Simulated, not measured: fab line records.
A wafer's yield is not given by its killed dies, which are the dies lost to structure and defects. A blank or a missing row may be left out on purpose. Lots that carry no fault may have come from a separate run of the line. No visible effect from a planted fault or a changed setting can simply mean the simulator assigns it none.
8D (eight disciplines) problem report, filled in by code || flow gf180mcu || the parts of the form that need people (team, actions taken, sign-off) are left out

## 1. WHAT WENT WRONG
STI_CVD_23_THK at GF_STI_THK_MEAS_24 reads a mean of 685 nm on 3 wafers of 3 lots; wafers without a fault read 648 nm with a standard deviation of 7.3. That is +5.1 standard deviations from the usual mean.
The first sign was on wafer L458.1 at day 3 05:16, on film-metro-03. Wafers with a number at this step in the record: 37, from 13 lots. By rule, "out" or "out of limits" means more than 4 standard deviations away from the usual mean. Any other wafer with a number is counted as sound.

## 2. WHAT IT IS; WHAT IT IS NOT
{"question": "which readings at this step", "is": "STI_CVD_23_THK", "is not": "-"}
{"question": "which lots", "is": "L458, L459, L461", "is not": "L453, L454, L466, L467, L470, L472, L473, L474, L475, L476"}
{"question": "which wafers of those lots", "is": "L458.1, L459.5, L461.1", "is not": "L458.3, L459.3, L459.4, L461.2"}
{"question": "read on which gauges", "is": "film-metro-03, film-metro-04", "is not": "film-metro-01"}
{"question": "when", "is": "from day 3 05:16", "is not": "up to then (7 sound wafers); but 27 sound wafers of L459, L461, L466, L467, L470, L472, L473, L474, L475, L476 came after"}

## 3. SUSPECTS, AND WHAT RULES EACH OUT
Counting: any tool at a process step up to the reading remains a suspect provided it ran every lot that is out. Sound lots after the first of them don't rule it out here, since some wafers of a struck lot are sound.
- ruled out: the gauge at GF_STI_THK_MEAS_24. Those wafers that are out were read across 2 gauges (film-metro-03, film-metro-04).
- hdpcvd-02 at GF_STI_CVD_23 (deposits SiO2, target thk 650 nm, time 108.3 s): kept. It processed each lot that is out (first: L458, day 3 05:11); up to then, its last sound lot is L453 (day 2 03:35).
Left after counting: hdpcvd-02 at GF_STI_CVD_23.

## 4. THE CAUSE (what the simulator had put in)
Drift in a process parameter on hdpcvd-02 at GF_STI_CVD_23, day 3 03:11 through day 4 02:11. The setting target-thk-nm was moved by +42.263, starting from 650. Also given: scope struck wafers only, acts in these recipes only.
Counting left only this tool.

## 5. SEQUENCE OF EFFECTS, ordered by route
Each row: a reading whose mean over the struck wafers that have a number lies more than 3 standard deviations from the usual. Only readings for which the record gives a usual standard deviation are gone through. hours: the time from each lot's start at the first step in this table that gives one to its start at this step, as a median over the lots. sigmas: the change in usual standard deviations.
{"hours": 0, "step": "GF_STI_THK_MEAS_24", "reading": "STI_CVD_23_THK", "usual": "648 nm", "on struck wafers": 685, "change": "+37", "sigmas": "+5.1"}
Later steps that measure or inspect, where all struck wafers having a row at the step show a number for every such reading and not one has moved that far: GF_POLY_GATE_THK_MEAS_17, GF_CONTACT_BOW_MEAS_05.

## 6. HOW IT WOULD HAVE BEEN CAUGHT EARLIER
The first out-of-limits reading at a measuring or inspecting step in this record came at day 3 05:16, 2 hours after the fault's start at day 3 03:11.
L459, L461, from the lots that are out (3), started GF_STI_CVD_23 on hdpcvd-02 later than day 3 05:16. A hold on the tool at that time would have spared those 2.
